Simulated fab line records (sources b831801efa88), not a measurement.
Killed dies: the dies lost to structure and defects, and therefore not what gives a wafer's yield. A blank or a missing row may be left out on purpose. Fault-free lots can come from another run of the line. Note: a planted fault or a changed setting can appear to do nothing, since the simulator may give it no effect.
fab line records	flow sfqLine
record: lots: 7	wafers: 21	lastDay: 87
route steps=325 shown M3@122 I3@133 M4@148 I4@163 M8@325
lots with no fault: from the same line, run without faults
startH: start of the lot's first displayed wafer, in hours after the record's first day	waitH: hours from the lot's prior step to this one	" unchanged from the row above	L1.1+2: several wafers, shown together as one row	- no value, or no start was given	* or withheld: withheld	< > ~ a bound
route shown NAME@n: NAME is a module with steps in the file, n the number in the route of the first one	usual: mean and standard deviation over wafers with no fault	same: alike in all rows	chamber/n: place in a boat	sites: the reading at each site	_std_site: the standard deviation of these	_edge_site: outer sites' mean less inner sites'	radiusMm: how far each site lies from the wafer's centre	mask NAME#n: copy n	behind: the last tool/chamber to shape the wafer	hold: what put the lot on hold/how long, in hours/how the hold closed	device: names the non-switching transistor (n, p or np)	end of line: tests run on the same wafers once the route is complete	a step given without rows: its recipe and nothing more	killed: count of dies lost to structure and defects at first sort (not the wafer's yield)	map: dies across one wafer; x = killed, . = not, _ = none there
set.NAME: the setting as run; set.NAME@STEP: as run at that earlier step	model.NAME: the simulator's own value behind a step, which no gauge read
lots at some steps of the route; a table a step, a row a wafer
services: the hour from which a tool's chamber was out of use, counted from the record's first day as startH (under 0 if before that day), plus the number of hours and why
== steps ==
step: SFQ_TRILAYER_M3_LITHO_COAT_080
recipe: resist: BARC	spinRpm: 3000	resistThkNm: 62
step: SFQ_TRILAYER_M3_LITHO_COAT_075
recipe: resist: KrF	spinRpm: 3000	resistThkNm: 600
step: SFQ_TRILAYER_M3_LITHO_SOFTBAKE_079
recipe: tempC: withheld	timeS: withheld	resist: KrF
step: SFQ_TRILAYER_M3_LITHO_EXPOSE_076
recipe: maskId: M3	na: 0.6	sourceShape: conventional	sigmaOuter: 0.65	targetCdNm: 500	doseMj: 14.4
step: SFQ_TRILAYER_M3_LITHO_PEB_078
recipe: pebTempC: 115	pebTimeS: 60	resist: KrF
step: SFQ_TRILAYER_M3_LITHO_DEVELOP_077
recipe: timeS: 60	resist: KrF
step: SFQ_M3_OVL_MEAS_921
usual: M3_OVL: 5/4.5
lot.wafer	tool	chamber	startH	waitH	M3_OVL[nm]
L251.3	overlay-02	-	917.25	0.1	11
L251.4	"	-	"	"	11
L251.5	"	-	"	"	10
L256.2	overlay-01	-	1065.60	0.1	6
L256.3	"	-	"	"	-2
L256.4	"	-	"	"	2
L257.1	overlay-02	-	1081.19	0.1	-2
L257.4	"	-	"	"	6
L257.6	"	-	"	"	8
L258.2	overlay-02	-	1088.40	0.1	5
L258.5	"	-	"	"	4
L258.6	"	-	"	"	5
L259.2	overlay-02	-	1107.56	0.1	6
L259.5	"	-	"	"	4
L259.6	"	-	"	"	6
L270.1	overlay-01	-	1203.90	0.1	7
L270.4	"	-	"	"	8
L270.6	"	-	"	"	8
L272.2	overlay-02	-	1212.31	0.1	2
L272.4	"	-	"	"	2
L272.6	"	-	"	"	6
step: SFQ_TRILAYER_M3_BARC_OPEN_METAL_ETCH_100
recipe: maskMaterial: PR	chemistry: O2	targetDepthNm: 125	target: BARC	icpW: 600	biasW: 80	pressureMtorr: 10	timeS: 41.7
step: SFQ_TRILAYER_M3_ETCH_METAL_ETCH_078
recipe: target: Nb	stopOn: SiO2	maskMaterial: PR	chemistry: Cl2/Ar	targetDepthNm: 240	icpW: 600	biasW: 80	pressureMtorr: 10	timeS: 120
step: SFQ_TRILAYER_M3_STRIP_STRIP_079
recipe: gas: O2	powerW: 200	platenTempC: 40	overashFraction: 0.65	chemistry: O2	pressureMtorr: 50
step: SFQ_TRILAYER_M3_STRIP_SOLV_CLEAN_080
recipe: chemistry: NMP	tempC: 70	timeS: 600
step: SFQ_TRILAYER_I3_DEP_PECVD_081
recipe: material: SiO2	tempC: 150	timeS: 111.11	pressureTorr: 2.4	rfW: 183.3	precursor: SiH4/N2O	targetThkNm: 500
usual: heaterPowerW: 86/16	throttleValvePct: 24.8/1.5
lot.wafer	tool	chamber	startH	waitH	heaterPowerW	throttleValvePct
L251.3	pecvd-02	1	918.23	0.0	98	26.8
L251.4	"	1	"	"	84	26.9
L251.5	"	0	"	"	81	25.5
L256.2	pecvd-04	1	1067.37	0.0	81	23.2
L256.3	"	2	"	"	80	25.0
L256.4	"	1	"	"	85	23.1
L257.1	pecvd-04	0	1082.97	0.0	95	22.7
L257.4	"	1	"	"	96	23.3
L257.6	"	0	"	"	100	22.9
L258.2	pecvd-04	2	1089.40	0.0	83	25.1
L258.5	"	1	"	"	95	23.4
L258.6	"	2	"	"	86	25.3
L259.2	pecvd-02	0	1108.55	0.0	93	25.2
L259.5	"	2	"	"	66	24.7
L259.6	"	0	"	"	93	25.4
L270.1	pecvd-02	1	1205.86	0.0	85	26.5
L270.4	"	1	"	"	88	27.0
L270.6	"	1	"	"	92	26.9
L272.2	pecvd-02	0	1213.30	0.0	88	25.1
L272.4	"	2	"	"	81	24.8
L272.6	"	0	"	"	94	25.0
step: SFQ_TRILAYER_I3_CMP_CMP_082
recipe: material: SiO2	downForcePsi: 3	platenRpm: 60	padVelocityMS: 0.94248
usual: motorCurrentA: 10.1/1	timeToEndpointS: 216/6.7
lot.wafer	tool	chamber	startH	waitH	motorCurrentA	timeToEndpointS	model.SiO2_of_TRILAYER_I3_DEP_PECVD_081.thkNm
L251.3	cmp-02	1	918.70	0.4	11.0	212	199.9
L251.4	"	2	"	"	11.7	216	198.2
L251.5	"	1	920.70	2.4	10.9	222	199.9
L256.3	cmp-01	1	1067.45	0.0	8.3	207	198.9
L256.2	"	3	1068.45	1.0	10.1	206	199.5
L256.4	"	0	"	"	9.7	217	201.2
L257.1	cmp-01	0	1088.95	5.9	10.0	215	200.7
L257.4	"	2	1089.95	6.9	9.1	293	310.4
L257.6	"	0	1090.95	7.9	9.6	292	311
L258.2	cmp-01	0	1095.45	6.0	8.9	219	199.4
L258.5	"	2	1096.45	7.0	9.1	299	311.4
L258.6	"	3	"	"	9.8	296	311.1
L259.2	cmp-01	2	1109.62	1.0	9.0	205	200.1
L259.5	"	0	1110.62	2.0	9.6	283	305.7
L259.6	"	1	"	"	8.6	287	305.8
L270.4	cmp-02	0	1209.57	3.6	9.4	217	200
L270.1	"	1	"	"	10.6	210	199.9
L270.6	"	2	"	"	11.8	211	198.3
L272.2	cmp-02	2	1217.57	4.2	11.4	212	198.5
L272.4	"	0	1218.57	5.2	9.3	207	200.2
L272.6	"	3	1220.07	6.7	10.6	216	198.6
step: SFQ_I3_BOW_MEAS_922
recipe: mode: bow
usual: I3_BOW: 5/7.9
lot.wafer	tool	chamber	startH	waitH	I3_BOW[um]
L251.3	filmMetro-04	-	921.74	2.5	-7
L251.4	"	-	"	"	-2
L251.5	"	-	"	"	-10
L256.2	filmMetro-04	-	1070.47	1.5	12
L256.3	"	-	"	"	1
L256.4	"	-	"	"	10
L257.1	filmMetro-01	-	1091.45	2.0	1
L257.4	"	-	"	"	-4
L257.6	"	-	"	"	13
L257.1	filmMetro-01	-	1092.77	1.3	-
L257.4	"	-	"	"	-
L257.6	"	-	"	"	-
L258.2	filmMetro-01	-	1097.47	1.5	-4
L258.5	"	-	"	"	-1
L258.6	"	-	"	"	15
L258.2	filmMetro-01	-	1098.79	1.3	-
L258.5	"	-	"	"	-
L258.6	"	-	"	"	-
L259.2	filmMetro-01	-	1111.64	1.5	-5
L259.5	"	-	"	"	-9
L259.6	"	-	"	"	-2
L259.2	filmMetro-01	-	1112.96	1.3	-
L259.5	"	-	"	"	-
L259.6	"	-	"	"	-
L270.1	filmMetro-04	-	1211.57	1.0	4
L270.4	"	-	"	"	9
L270.6	"	-	"	"	6
L272.2	filmMetro-01	-	1220.59	2.5	6
L272.4	"	-	"	"	10
L272.6	"	-	"	"	21
step: SFQ_TRILAYER_I3_METRO_MEASURE_083
usual: thkNm: 199.6/0.92
lot.wafer	tool	chamber	startH	waitH	thkNm
L251.3	filmMetro-04	-	922.22	0.5	200.0
L251.4	"	-	"	"	198.4
L251.5	"	-	"	"	199.9
L256.2	filmMetro-04	-	1070.77	0.3	199.5
L256.3	"	-	"	"	198.9
L256.4	"	-	"	"	201.1
L257.1	filmMetro-02	-	1094.65	1.9	200.7
L257.4	"	-	"	"	310.5
L257.6	"	-	"	"	310.9
L257.1	filmMetro-02	-	1096.02	1.2	200.6
L257.4	"	-	"	"	310.3
L257.6	"	-	"	"	311.1
L258.2	filmMetro-01	-	1104.14	5.3	199.3
L258.5	"	-	"	"	311.2
L258.6	"	-	"	"	311.4
L258.2	filmMetro-01	-	1105.50	1.2	199.5
L258.5	"	-	"	"	311.4
L258.6	"	-	"	"	311.0
L259.2	filmMetro-01	-	1115.77	2.8	200.1
L259.5	"	-	"	"	305.6
L259.6	"	-	"	"	305.6
L259.2	filmMetro-01	-	1117.14	1.2	200.1
L259.5	"	-	"	"	305.5
L259.6	"	-	"	"	305.4
L270.1	filmMetro-04	-	1211.69	0.1	199.8
L270.4	"	-	"	"	200.0
L270.6	"	-	"	"	198.2
L272.2	filmMetro-01	-	1220.89	0.3	198.3
L272.4	"	-	"	"	200.1
L272.6	"	-	"	"	198.6
step: SFQ_TRILAYER_I3_VIA_LITHO_COAT_090
recipe: resist: BARC	spinRpm: 3000	resistThkNm: 62
step: SFQ_TRILAYER_I3_VIA_LITHO_COAT_085
recipe: resist: KrF	spinRpm: 3000	resistThkNm: 650
step: SFQ_TRILAYER_I3_VIA_LITHO_SOFTBAKE_089
recipe: tempC: withheld	timeS: withheld	resist: KrF
step: SFQ_TRILAYER_I3_VIA_LITHO_EXPOSE_086
recipe: maskId: I3	na: 0.6	sourceShape: conventional	sigmaOuter: 0.65	targetCdNm: 500	doseMj: 21.3
step: SFQ_TRILAYER_I3_VIA_LITHO_PEB_088
recipe: pebTempC: 115	pebTimeS: 60	resist: KrF
step: SFQ_TRILAYER_I3_VIA_LITHO_DEVELOP_087
recipe: timeS: 60	resist: KrF
step: SFQ_I3_OVL_MEAS_923
usual: I3_OVL: -2/6.4
lot.wafer	tool	chamber	startH	waitH	I3_OVL[nm]
L251.3	overlay-02	-	926.29	0.1	5
L251.4	"	-	"	"	10
L251.5	"	-	"	"	2
L256.2	overlay-01	-	1074.07	0.1	-6
L256.3	"	-	"	"	-6
L256.4	"	-	"	"	-11
L257.1	overlay-02	-	1102.79	0.1	1
L257.4	"	-	"	"	-4
L257.6	"	-	"	"	3
L258.2	overlay-01	-	1115.65	0.1	-6
L258.5	"	-	"	"	-6
L258.6	"	-	"	"	-12
L259.2	overlay-02	-	1122.62	0.1	-5
L259.5	"	-	"	"	0
L259.6	"	-	"	"	-3
L270.1	overlay-01	-	1215.14	0.1	2
L270.4	"	-	"	"	-3
L270.6	"	-	"	"	2
L272.2	overlay-02	-	1224.88	0.1	-7
L272.4	"	-	"	"	-2
L272.6	"	-	"	"	-1
step: SFQ_TRILAYER_I3_VIA_BARC_OPEN_VIA_ETCH_121
recipe: maskMaterial: PR	chemistry: O2	targetDepthNm: 125	target: BARC	sourceW: 500	biasW: 80	pressureMtorr: 30	timeS: 41.7
usual: chamberPressureMTorr: 30.002/0.027	drypumpMotorCurrentA: 5.8/0.61	oesProductAu: 0.685/0.0044
lot.wafer	tool	chamber	startH	waitH	chamberPressureMTorr	drypumpMotorCurrentA	oesProductAu	rfHoursCounterH
L251.3	rieDiel-03	3	926.31	0.0	30.061	5.8	0.683	4
L251.4	"	0	"	"	30.024	6.1	0.690	14
L251.5	"	2	"	"	29.992	6.4	0.683	-
L256.2	rieDiel-01	1	1074.10	0.0	29.997	5.0	0.683	14
L256.3	"	2	"	"	30.021	5.9	0.683	13
L256.4	"	0	"	"	30.027	5.4	0.683	1
L257.1	rieDiel-01	0	1102.83	0.0	29.989	5.5	0.677	1
L257.4	"	0	"	"	30.036	5.5	0.679	-
L257.6	"	0	"	"	29.999	5.5	0.685	-
L258.2	rieDiel-04	3	1115.68	0.0	29.995	6.0	0.676	8
L258.5	"	1	"	"	29.976	4.9	0.681	-
L258.6	"	0	"	"	29.967	5.1	0.679	-
L259.2	rieDiel-03	0	1122.65	0.0	30.002	6.2	0.681	17
L259.5	"	0	"	"	29.973	6.2	0.684	-
L259.6	"	1	"	"	30.001	6.9	0.689	-
L270.1	rieDiel-04	3	1215.18	0.0	29.978	6.0	0.672	10
L270.4	"	1	"	"	30.022	4.9	0.682	4
L270.6	"	2	"	"	29.984	5.1	0.684	-
L272.2	rieDiel-03	3	1224.91	0.0	29.983	5.8	0.683	7
L272.4	"	1	"	"	30.042	6.8	0.689	10
L272.6	"	2	"	"	30.030	6.4	0.679	-
step: SFQ_TRILAYER_I3_VIA_ETCH_VIA_ETCH_088
recipe: target: SiO2	stopOn: Nb	maskMaterial: PR	taperDeg: 20	chemistry: CHF3	targetDepthNm: 260	sourceW: 500	biasW: 80	pressureMtorr: 30	timeS: withheld
usual: chamberPressureMTorr: 30.003/0.027	drypumpMotorCurrentA: 5.8/0.61	oesProductAu: 0.853/0.0055
lot.wafer	tool	chamber	startH	waitH	chamberPressureMTorr	drypumpMotorCurrentA	oesProductAu	model.I3.featureDepthNm	model.etch.depthNm
L251.3	rieDiel-03	3	926.35	0.0	29.979	5.8	0.857	199.9	199.9
L251.4	"	0	"	"	30.011	6.2	0.848	198.2	198.2
L251.5	"	2	"	"	30.024	6.4	0.849	199.9	199.9
L256.2	rieDiel-01	1	1074.14	0.0	30.001	5.0	0.856	199.5	199.5
L256.3	"	2	"	"	30.006	5.9	0.854	198.9	198.9
L256.4	"	0	"	"	30.007	5.4	0.855	201.2	201.2
L257.1	rieDiel-01	0	1102.89	0.0	29.963	5.4	0.851	200.7	200.7
L257.4	"	1	"	"	29.992	5.1	1.005	263.1	263.1
L257.6	"	1	"	"	29.966	5.0	1.007	263.9	263.9
L258.2	rieDiel-04	3	1115.72	0.0	29.999	6.0	0.857	199.4	199.4
L258.5	"	1	"	"	29.971	4.8	1.003	259.7	259.7
L258.6	"	0	"	"	30.029	5.1	0.993	254.5	254.5
L259.2	rieDiel-03	0	1122.69	0.0	30.015	6.2	0.852	200.1	200.1
L259.5	"	0	"	"	29.996	6.1	0.991	256.5	256.5
L259.6	"	1	"	"	30.047	6.8	0.986	255.5	255.5
L270.1	rieDiel-04	3	1215.22	0.0	30.030	6.0	0.848	199.9	199.9
L270.4	"	1	"	"	30.025	4.9	0.863	200	200
L270.6	"	2	"	"	30.011	5.2	0.849	198.3	198.3
L272.2	rieDiel-03	3	1224.95	0.0	30.009	5.9	0.853	198.5	198.5
L272.4	"	1	"	"	30.004	6.8	0.848	200.2	200.2
L272.6	"	2	"	"	30.021	6.4	0.847	198.6	198.6
step: SFQ_TRILAYER_I3_VIA_STRIP_STRIP_089
recipe: gas: O2	powerW: 200	platenTempC: 40	overashFraction: 0.65	chemistry: O2	pressureMtorr: 50
usual: chamberPressureMTorr: 50.00/0.045	drypumpMotorCurrentA: 5.6/0.3	oesProductAu: 1.007/0.0071
lot.wafer	tool	chamber	startH	waitH	chamberPressureMTorr	drypumpMotorCurrentA	oesProductAu	rfHoursCounterH
L251.3	rieMetal-02	0	926.66	-	50.05	5.6	1.012	-
L251.4	"	1	"	"	49.91	5.8	0.998	-
L251.5	"	0	"	"	50.04	5.6	1.004	-
L256.2	rieMetal-04	1	1074.25	-	49.98	5.7	1.016	93
L256.3	"	0	"	"	50.04	5.6	1.007	-
L256.4	"	1	"	"	50.07	5.7	1.011	-
L257.1	rieMetal-04	1	1103.06	-	50.04	5.7	1.004	95
L257.4	"	0	"	"	50.00	5.6	0.997	-
L257.6	"	1	"	"	49.99	5.7	1.005	-
L258.2	rieMetal-02	1	1116.03	-	50.01	5.8	1.003	-
L258.5	"	1	"	"	50.01	5.8	1.009	-
L258.6	"	1	"	"	50.09	5.8	0.999	-
L259.2	rieMetal-02	0	1122.80	-	50.01	5.6	0.999	117
L259.5	"	1	"	"	49.98	5.8	1.005	-
L259.6	"	0	"	"	50.01	5.6	1.004	-
L270.1	rieMetal-03	1	1215.33	-	49.91	4.8	1.010	53
L270.4	"	1	"	"	49.96	4.8	1.019	-
L270.6	"	1	"	"	50.01	4.8	1.023	-
L272.2	rieMetal-02	1	1225.26	-	49.96	5.8	1.021	-
L272.4	"	1	"	"	50.02	5.8	1.012	-
L272.6	"	1	"	"	49.98	5.8	1.022	-
step: SFQ_TRILAYER_I3_VIA_STRIP_SOLV_CLEAN_090
recipe: chemistry: NMP	tempC: 70	timeS: 600
step: SFQ_TRILAYER_M4_DEP_PRE_CLEAN_092
recipe: gas: Ar	timeS: 22.5	biasV: 250
lot.wafer	tool	chamber	startH	waitH	model.SiO2_of_TRILAYER_I3_DEP_PECVD_081.thkNm
L251.3+5	pvdSputter-03	-	927.24	0.0	192.4
L251.4	"	-	"	"	190.7
L256.2	pvdSputter-03	-	1075.02	0.0	192
L256.3	"	-	"	"	191.4
L256.4	"	-	"	"	193.7
L257.1	pvdSputter-06	-	1103.93	0.0	193.2
L257.4	"	-	"	"	302.9
L257.6	"	-	"	"	303.5
L258.2	pvdSputter-04	-	1117.22	0.0	191.9
L258.5	"	-	"	"	303.9
L258.6	"	-	"	"	303.6
L259.2	pvdSputter-06	-	1123.59	0.0	192.6
L259.5	"	-	"	"	298.2
L259.6	"	-	"	"	298.3
L270.1	pvdSputter-04	-	1216.12	0.0	192.4
L270.4	"	-	"	"	192.5
L270.6	"	-	"	"	190.8
L272.2	pvdSputter-06	-	1226.44	0.0	191
L272.4	"	-	"	"	192.7
L272.6	"	-	"	"	191.1
step: SFQ_TRILAYER_M4_DEP_SPUTTER_091
recipe: material: Nb	basePressurePa: 1.33e-06	chamberPressurePa: 0.1333	substrateTempC: 20	resputterCathodeVoltageV: 400	targetThkNm: 200	powerW: 2000	timeS: 133.3
usual: throttleValvePct: 30.1/0.92
lot.wafer	tool	chamber	startH	waitH	throttleValvePct
L251.3	pvdSputter-03	-	927.27	0.0	30.4
L251.4	"	-	"	"	30.2
L251.5	"	-	"	"	30.3
L256.2	pvdSputter-03	-	1075.05	0.0	31.3
L256.3	"	-	"	"	30.1
L256.4	"	-	"	"	30.8
L257.1	pvdSputter-06	-	1103.96	0.0	30.1
L257.4	"	-	"	"	28.3
L257.6	"	-	"	"	29.8
L258.2	pvdSputter-04	-	1117.25	0.0	29.0
L258.5	"	-	"	"	28.9
L258.6	"	-	"	"	30.8
L259.2	pvdSputter-06	-	1123.63	0.0	27.9
L259.5	"	-	"	"	28.2
L259.6	"	-	"	"	31.6
L270.1	pvdSputter-04	-	1216.15	0.0	30.7
L270.4	"	-	"	"	30.4
L270.6	"	-	"	"	30.8
L272.2	pvdSputter-06	-	1226.47	0.0	30.0
L272.4	"	-	"	"	31.3
L272.6	"	-	"	"	30.1
step: SFQ_M4_RS_MEAS_924
recipe: thkMeasGauge: four-point-probe	reads: Nb_of_TRILAYER_M4_DEP_SPUTTER_091
usual: M4_NB_RS: 0.890/0.013
lot.wafer	tool	chamber	startH	waitH	M4_NB_RS[ohm/sq]
L251.3	filmMetro-02	-	927.40	0.1	0.885
L251.4	"	-	"	"	0.872
L251.5	"	-	"	"	0.881
L256.2	filmMetro-03	-	1075.16	0.1	0.912
L256.3	"	-	"	"	0.896
L256.4	"	-	"	"	0.906
L257.1	filmMetro-03	-	1104.06	0.1	0.881
L257.4	"	-	"	"	0.878
L257.6	"	-	"	"	0.866
L258.2	filmMetro-01	-	1117.36	0.1	0.908
L258.5	"	-	"	"	0.909
L258.6	"	-	"	"	0.901
L259.2	filmMetro-03	-	1123.75	0.1	0.889
L259.5	"	-	"	"	0.894
L259.6	"	-	"	"	0.882
L270.1	filmMetro-01	-	1216.24	0.0	0.912
L270.4	"	-	"	"	0.901
L270.6	"	-	"	"	0.907
L272.2	filmMetro-02	-	1226.59	0.1	0.883
L272.4	"	-	"	"	0.874
L272.6	"	-	"	"	0.882
step: SFQ_TRILAYER_M4_LITHO_COAT_098
recipe: resist: BARC	spinRpm: 3000	resistThkNm: 62
step: SFQ_TRILAYER_M4_LITHO_COAT_093
recipe: resist: KrF	spinRpm: 3000	resistThkNm: 600
step: SFQ_TRILAYER_M4_LITHO_SOFTBAKE_097
recipe: tempC: withheld	timeS: withheld	resist: KrF
step: SFQ_TRILAYER_M4_LITHO_EXPOSE_094
recipe: maskId: M4	na: 0.6	sourceShape: conventional	sigmaOuter: 0.65	targetCdNm: 500	doseMj: 14.4
step: SFQ_TRILAYER_M4_LITHO_PEB_096
recipe: pebTempC: 115	pebTimeS: 60	resist: KrF
step: SFQ_TRILAYER_M4_LITHO_DEVELOP_095
recipe: timeS: 60	resist: KrF
step: SFQ_M4_OVL_MEAS_926
usual: M4_OVL: 2/5.9
lot.wafer	tool	chamber	startH	waitH	M4_OVL[nm]
L251.3	overlay-02	-	932.00	0.1	0
L251.4	"	-	"	"	-7
L251.5	"	-	"	"	-4
L256.2	overlay-02	-	1077.58	0.1	1
L256.3	"	-	"	"	4
L256.4	"	-	"	"	-4
L257.1	overlay-02	-	1106.64	0.1	5
L257.4	"	-	"	"	-5
L257.6	"	-	"	"	2
L258.2	overlay-01	-	1120.31	0.1	2
L258.5	"	-	"	"	-5
L258.6	"	-	"	"	-2
L259.2	overlay-02	-	1126.70	0.1	5
L259.5	"	-	"	"	-1
L259.6	"	-	"	"	1
L270.1	overlay-01	-	1218.67	0.1	5
L270.4	"	-	"	"	0
L270.6	"	-	"	"	8
L272.2	overlay-01	-	1229.01	0.1	-1
L272.4	"	-	"	"	3
L272.6	"	-	"	"	-1
step: SFQ_TRILAYER_M4_BARC_OPEN_METAL_ETCH_123
recipe: maskMaterial: PR	chemistry: O2	targetDepthNm: 125	target: BARC	icpW: 600	biasW: 80	pressureMtorr: 10	timeS: 41.7
step: SFQ_TRILAYER_M4_ETCH_METAL_ETCH_096
recipe: target: Nb	stopOn: SiO2	maskMaterial: PR	chemistry: Cl2/Ar	targetDepthNm: 240	icpW: 600	biasW: 80	pressureMtorr: 10	timeS: 120
step: SFQ_TRILAYER_M4_STRIP_STRIP_097
recipe: gas: O2	powerW: 200	platenTempC: 40	overashFraction: 0.65	chemistry: O2	pressureMtorr: 50
step: SFQ_TRILAYER_M4_STRIP_SOLV_CLEAN_098
recipe: chemistry: NMP	tempC: 70	timeS: 600
step: SFQ_TRILAYER_I4_DEP_PECVD_099
recipe: material: SiO2	tempC: 150	timeS: 111.11	pressureTorr: 2.4	rfW: 183.3	precursor: SiH4/N2O	targetThkNm: 500
usual: heaterPowerW: 87/16	throttleValvePct: 24.2/1.4
lot.wafer	tool	chamber	startH	waitH	heaterPowerW	throttleValvePct
L251.3	pecvd-03	1	933.19	0.0	70	26.9
L251.4	"	0	"	"	68	24.3
L251.5	"	1	"	"	72	26.5
L256.2	pecvd-03	2	1078.57	0.0	130	23.9
L256.3	"	1	"	"	68	27.5
L256.4	"	2	"	"	104	23.9
L257.1	pecvd-04	0	1107.65	0.0	102	22.8
L257.4	"	2	"	"	81	24.8
L257.6	"	0	"	"	83	22.7
L258.2	pecvd-04	0	1121.42	0.0	96	23.0
L258.5	"	0	"	"	99	22.9
L258.6	"	1	"	"	91	23.5
L259.2	pecvd-04	0	1127.76	0.0	92	22.9
L259.5	"	2	"	"	79	24.9
L259.6	"	0	"	"	95	22.8
L270.1	pecvd-01	0	1219.67	0.0	84	23.5
L270.4	"	2	"	"	91	23.9
L270.6	"	0	"	"	74	23.4
L272.2	pecvd-04	2	1230.00	0.0	73	25.4
L272.4	"	0	"	"	86	23.0
L272.6	"	1	"	"	95	23.6
step: SFQ_M8_BOW_MEAS_951
recipe: mode: bow
usual: M8_BOW: 9/8.9
lot.wafer	tool	chamber	startH	waitH	M8_BOW[um]	model.etest.i3.linkOhm
L251.3	filmMetro-02	-	1984.90	0.0	-6	1.956
L251.4	"	-	"	"	-1	1.939
L251.5	"	-	"	"	-8	1.954
L256.2	filmMetro-03	-	2019.86	0.0	26	2.005
L256.3	"	-	"	"	14	1.982
L256.4	"	-	"	"	23	1.983
L257.1	filmMetro-02	-	2023.44	0.0	7	1.973
L257.4	"	-	"	"	2	1e+06
L257.6	"	-	"	"	18	1e+06
L258.2	filmMetro-04	-	2025.86	0.0	-8	1.98
L258.5	"	-	"	"	-5	1e+06
L258.6	"	-	"	"	11	1e+06
L259.2	filmMetro-02	-	2028.26	0.0	-1	1.965
L259.5	"	-	"	"	-5	1e+06
L259.6	"	-	"	"	1	1e+06
L270.1	filmMetro-03	-	2069.04	0.0	13	2.006
L270.4	"	-	"	"	16	1.967
L270.6	"	-	"	"	14	1.996
L272.2	filmMetro-04	-	2076.27	0.0	14	1.96
L272.4	"	-	"	"	18	1.936
L272.6	"	-	"	"	29	1.96
== services ==
tool	chamber	startH	hours	kind
rieDiel-04	1	896.74	5.3	repair
pecvd-02	0	897.04	4.8	repair
rieDiel-04	2	898.43	14.4	repair
pvdSputter-03	-	905.30	5.7	repair
cmp-01	-	911.76	5.0	pm
rieMetal-02	1	911.86	9.9	repair
pecvd-02	-	912.33	0.5	repair
filmMetro-01	-	916.38	2.6	pm
cmp-01	-	916.74	4.0	pm
rieDiel-03	-	916.86	0.4	repair
cmp-01	-	924.04	20.4	pm
filmMetro-01	-	932.59	0.3	pm
rieDiel-01	-	935.97	2.8	pm
pvdSputter-06	-	955.67	1.6	repair
rieDiel-03	3	974.26	11.7	repair
filmMetro-01	-	1051.44	0.9	pm
rieDiel-03	-	1054.06	14.6	pm
rieDiel-03	0	1074.73	17.9	repair
filmMetro-01	-	1161.38	1.7	pm
filmMetro-01	-	1167.75	0.2	pm
pecvd-04	-	1175.38	1.7	repair
filmMetro-01	-	1177.79	1.3	pm
pvdSputter-06	-	1197.79	5.7	repair
rieDiel-03	-	1210.43	0.3	repair
== key ==
firstSign: step: SFQ_TRILAYER_I3_CMP_CMP_082	reading: timeToEndpointS	direction: up	sigmas: 11	usual: *	struck: *
effect: step: SFQ_I3_BOW_MEAS_922	reading: visit	direction: added
effect: step: SFQ_TRILAYER_I3_METRO_MEASURE_083	reading: visit	direction: added
effect: step: SFQ_TRILAYER_I3_METRO_MEASURE_083	reading: thkNm	direction: up	sigmas: 99+	usual: 199.6	struck: 309.2
effect: step: SFQ_TRILAYER_I3_VIA_ETCH_VIA_ETCH_088	reading: oesProductAu	direction: up	sigmas: 26	usual: 0.853	struck: 0.997
modelEffect: step: SFQ_TRILAYER_I3_CMP_CMP_082	value: SiO2_of_TRILAYER_I3_DEP_PECVD_081.thkNm	without: 199.5	struck: 309.2
modelEffect: step: SFQ_TRILAYER_I3_VIA_ETCH_VIA_ETCH_088	value: I3.featureDepthNm	without: 199.5	struck: 258.9
modelEffect: step: SFQ_TRILAYER_M4_DEP_PRE_CLEAN_092	value: SiO2_of_TRILAYER_I3_DEP_PECVD_081.thkNm	without: 192	struck: 301.7
modelEffect: step: SFQ_M8_BOW_MEAS_951	value: etest.i3.linkOhm	without: 1.957	struck: 1e+06
metAt SFQ_TRILAYER_I3_CMP_CMP_082
struckWafers L257.4,L257.6,L258.5,L258.6,L259.5,L259.6
fault: kind: processParameterDrift	tool: cmp-01	chamber: -	onsetH: 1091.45	steps: SFQ_TRILAYER_I3_CMP_CMP_082	channel: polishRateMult	offset: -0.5	shape: step	endH: 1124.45	scope: struckWafersOnly
